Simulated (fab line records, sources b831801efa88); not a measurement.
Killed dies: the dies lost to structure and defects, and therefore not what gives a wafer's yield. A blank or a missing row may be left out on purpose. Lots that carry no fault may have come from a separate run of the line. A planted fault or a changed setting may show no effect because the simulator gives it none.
Which tool is to blame? || flow sky130 || 6 lots (18 wafers sampled), 1 step of a 708-step route

## WHAT THE GAUGES SHOWED, per wafer
SKY_CAPM_THK_MEAS_04: measures by xrf.
{"lot": "L816", "measured": "day 37 11:50", "on": "film metro-04", "CAPM_TIN_THK (nm)": "199.4 197.2 198.8"}
{"lot": "L823", "measured": "day 39 01:31", "on": "film metro-01", "CAPM_TIN_THK (nm)": "206.7 206.4 206.5"}
{"lot": "L826", "measured": "day 43 12:14", "on": "film metro-04", "CAPM_TIN_THK (nm)": "206.5 206.1 204.7"}
{"lot": "L834", "measured": "day 43 15:19", "on": "film metro-01", "CAPM_TIN_THK (nm)": "201.1 203.5 202.1"}
{"lot": "L835", "measured": "day 43 19:42", "on": "film metro-01", "CAPM_TIN_THK (nm)": "206.2 208.1 204.8"}
{"lot": "L831", "measured": "day 43 21:38", "on": "film metro-01", "CAPM_TIN_THK (nm)": "203.5 203.8 205.1"}

## EACH LOT AND THE TOOL THAT RAN IT (in order: tool; ch and the chambers of the sampled wafers; start)
Before these readings, the record contains no process step.

## THE ANSWER, worked out from the rows above alone
Rule: what is usual is taken from the lots themselves. The widest of any qualifying gaps counts: lots, ordered by their means at a reading, are off when they make up no more than a third of the lots, leave a main group of 4 or more, and stand apart from it by 3 or more times the standard deviation of that group's means. Not used: any main group whose means are identical at the precision the tables above print for the reading. Also off: a lot with no number at a reading for which 4 or more lots have one. Any other lot the step has rows for is counted as sound.
No lot is off on any of the readings shown, so nothing can be concluded from this.

## WHAT WAS PUT IN BY THE SIMULATOR
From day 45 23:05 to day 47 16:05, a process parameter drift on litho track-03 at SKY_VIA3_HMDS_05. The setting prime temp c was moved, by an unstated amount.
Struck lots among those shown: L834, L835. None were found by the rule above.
